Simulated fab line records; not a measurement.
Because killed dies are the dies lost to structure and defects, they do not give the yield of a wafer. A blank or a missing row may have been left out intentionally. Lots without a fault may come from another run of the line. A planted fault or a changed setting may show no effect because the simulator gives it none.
8D (eight disciplines) problem report, filled in by code / flow gf180mcu / the parts of the form that need people (team, actions taken, sign-off) are left out

## 1. WHAT IS WRONG
Mean of beam_energy_keV at GF_MVSD_IMPLANT_09: 103.15 across 6 wafers in 2 lots; on wafers with no fault it is 100.00 (standard deviation 0.032). That is +98 standard deviations from the usual mean.
Earliest sighting: wafer L523.2 on implanter-01 at day 6 17:36. The record holds 39 wafers of 13 lots with a number at this step. Rule for "out", or "out of limits": more than 4 standard deviations from the usual mean. All remaining wafers that have a number are taken as sound.

## 2. WHAT IT IS; WHAT IT IS NOT
question=which readings at this step | is=beam_energy_keV | is not=-
question=which lots | is=L523, L524 | is not=L513, L514, L515, L516, L517, L520, L522, L525, L533, L535, L536
question=which wafers of those lots | is=all that have a number | is not=-
question=read on which tools | is=implanter-01 | is not=implanter-02, implanter-03
question=when | is=from day 6 17:36 | is not=up to then (21 sound wafers); but 12 sound wafers of L525, L533, L535, L536 came after

## 3. THE SUSPECTS, EACH WITH WHAT RULES IT OUT
Counting: a tool stays on the suspect list if, at a process step up to the reading, it processed all lots that are out and no sound lot following the first of them.
- rie_si-02 at GF_STI_ETCH_14 (etches Si in HBr/Cl2/O2, target depth 360 nm, time 102.9 s): ruled out as a lasting fault. After its first lot that is out, L523 (day 4 04:26), sound lots L536 ran on it.
- implanter-01 at GF_MVSD_IMPLANT_09: kept. It processed each lot that is out, first L523 at day 6 17:36, and no sound lot thereafter; up to then, the last sound lot it processed was L522 at day 6 14:53. Its own readings are out on those wafers: beam_energy_keV.
After counting, what remains is implanter-01 at GF_MVSD_IMPLANT_09.

## 4. THE CAUSE (what the simulator had put in)
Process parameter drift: implanter-01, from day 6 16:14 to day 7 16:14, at GF_MVSD_IMPLANT_09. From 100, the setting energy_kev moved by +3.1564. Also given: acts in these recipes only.
After counting, this tool was the only one left.

## 5. SEQUENCE OF EFFECTS, ordered by route
Rows list readings where the struck wafers' mean (over those with a number) sits beyond 3 standard deviations from the usual. Only readings for which the record gives a usual standard deviation are gone through. hours: the time from each lot's start at the first step in this table that gives one to its start at this step, as a median over the lots. sigmas: the change in usual standard deviations.
hours=0; step=GF_MVSD_IMPLANT_09; reading=beam_energy_keV; usual=100.00; on struck wafers=103.15; change=+3.15; sigmas=+98
Process steps it contains:
- GF_MVSD_IMPLANT_09

## 6. WHAT WOULD HAVE CAUGHT IT SOONER
In this record the first reading out of limits was taken at day 6 17:36, 1 hour after the fault began at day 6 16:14.
